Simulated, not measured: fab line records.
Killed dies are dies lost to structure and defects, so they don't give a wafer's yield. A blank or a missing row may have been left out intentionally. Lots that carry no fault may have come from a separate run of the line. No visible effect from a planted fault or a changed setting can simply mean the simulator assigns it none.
Chamber matching / flow gf180mcu / GF_V4_ETCH_16 on rieDiel-01: 4 sister chambers
The step etches BARC in N2/H2. 16 wafers are shown with their chamber, then 8 later ones without.

== EACH WAFER AND ITS CHAMBER ==
wafer=L075.2; chamber=1; drypumpMotorCurrentA (A)=5.4; oesProductAu (a.u.)=0.856; throttleValvePct (%)=13.240
wafer=L075.3; chamber=0; drypumpMotorCurrentA (A)=6.3; oesProductAu (a.u.)=0.859; throttleValvePct (%)=13.226
wafer=L075.5; chamber=3; drypumpMotorCurrentA (A)=5.8; oesProductAu (a.u.)=0.850; throttleValvePct (%)=13.209
wafer=L076.2; chamber=1; drypumpMotorCurrentA (A)=5.4; oesProductAu (a.u.)=0.854; throttleValvePct (%)=13.225
wafer=L076.4; chamber=3; drypumpMotorCurrentA (A)=5.8; oesProductAu (a.u.)=0.852; throttleValvePct (%)=13.214
wafer=L076.6; chamber=1; drypumpMotorCurrentA (A)=5.5; oesProductAu (a.u.)=0.862; throttleValvePct (%)=13.230
wafer=L082.1; chamber=1; drypumpMotorCurrentA (A)=5.4; oesProductAu (a.u.)=0.860; throttleValvePct (%)=13.228
wafer=L082.2; chamber=3; drypumpMotorCurrentA (A)=5.8; oesProductAu (a.u.)=0.850; throttleValvePct (%)=13.228
wafer=L082.5; chamber=1; drypumpMotorCurrentA (A)=5.4; oesProductAu (a.u.)=0.847; throttleValvePct (%)=13.220
wafer=L085.2; chamber=2; drypumpMotorCurrentA (A)=5.4; oesProductAu (a.u.)=0.861; throttleValvePct (%)=13.253
wafer=L085.4; chamber=1; drypumpMotorCurrentA (A)=5.4; oesProductAu (a.u.)=0.853; throttleValvePct (%)=13.235
wafer=L085.5; chamber=1; drypumpMotorCurrentA (A)=5.4; oesProductAu (a.u.)=0.866; throttleValvePct (%)=13.214
wafer=L087.2; chamber=2; drypumpMotorCurrentA (A)=5.4; oesProductAu (a.u.)=0.861; throttleValvePct (%)=13.215
wafer=L087.4; chamber=3; drypumpMotorCurrentA (A)=5.8; oesProductAu (a.u.)=0.857; throttleValvePct (%)=13.252
wafer=L087.5; chamber=1; drypumpMotorCurrentA (A)=5.5; oesProductAu (a.u.)=0.847; throttleValvePct (%)=13.210
wafer=L088.1; chamber=3; drypumpMotorCurrentA (A)=5.8; oesProductAu (a.u.)=0.856; throttleValvePct (%)=13.214

SIGNATURES (means of the wafers above)
reading=drypumpMotorCurrentA; chamber 0=6.300; chamber 1=5.425; chamber 2=5.400; chamber 3=5.800; scatter within a chamber=0.0354
reading=oesProductAu; chamber 0=0.85900; chamber 1=0.85562; chamber 2=0.86100; chamber 3=0.85300; scatter within a chamber=0.00555
reading=throttleValvePct; chamber 0=13.22600; chamber 1=13.22525; chamber 2=13.23400; chamber 3=13.22340; scatter within a chamber=0.0149
Rule: a wafer's distance from a chamber is the root of the sum, over the readings, of the square of ((its reading less the chamber's mean) divided by the reading's scatter). The wafer belongs to the nearest chamber; if the next one is less than 2 further off, it can't be placed. The scatter: the root of (the sum of the squares of (reading less its chamber's mean) over the shown wafers, divided by (wafers less chambers)).

== WAFERS MISSING THEIR CHAMBER ==
wafer=L088.3; drypumpMotorCurrentA (A)=5.4; oesProductAu (a.u.)=0.858; throttleValvePct (%)=13.216
wafer=L088.5; drypumpMotorCurrentA (A)=5.5; oesProductAu (a.u.)=0.862; throttleValvePct (%)=13.216
wafer=L091.2; drypumpMotorCurrentA (A)=6.2; oesProductAu (a.u.)=0.854; throttleValvePct (%)=13.230
wafer=L091.3; drypumpMotorCurrentA (A)=5.4; oesProductAu (a.u.)=0.854; throttleValvePct (%)=13.238
wafer=L091.5; drypumpMotorCurrentA (A)=5.8; oesProductAu (a.u.)=0.855; throttleValvePct (%)=13.229
wafer=L093.1; drypumpMotorCurrentA (A)=5.8; oesProductAu (a.u.)=0.852; throttleValvePct (%)=13.219
wafer=L093.5; drypumpMotorCurrentA (A)=6.2; oesProductAu (a.u.)=0.856; throttleValvePct (%)=13.238
wafer=L093.6; drypumpMotorCurrentA (A)=5.8; oesProductAu (a.u.)=0.862; throttleValvePct (%)=13.228

== THE CHAMBER EACH PASSED THROUGH ==
wafer=L088.3; from the rows above=can't be placed: 1 or 2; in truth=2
wafer=L088.5; from the rows above=can't be placed: 1 or 2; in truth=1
wafer=L091.2; from the rows above=0; in truth=0
wafer=L091.3; from the rows above=can't be placed: 1 or 2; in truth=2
wafer=L091.5; from the rows above=3; in truth=3
wafer=L093.1; from the rows above=3; in truth=3
wafer=L093.5; from the rows above=0; in truth=0
wafer=L093.6; from the rows above=3; in truth=3
Placed correctly: 5 of 8. From these rows, 3 cannot be placed; in 3 the true chamber is one of the candidates. Wrongly placed: 0.
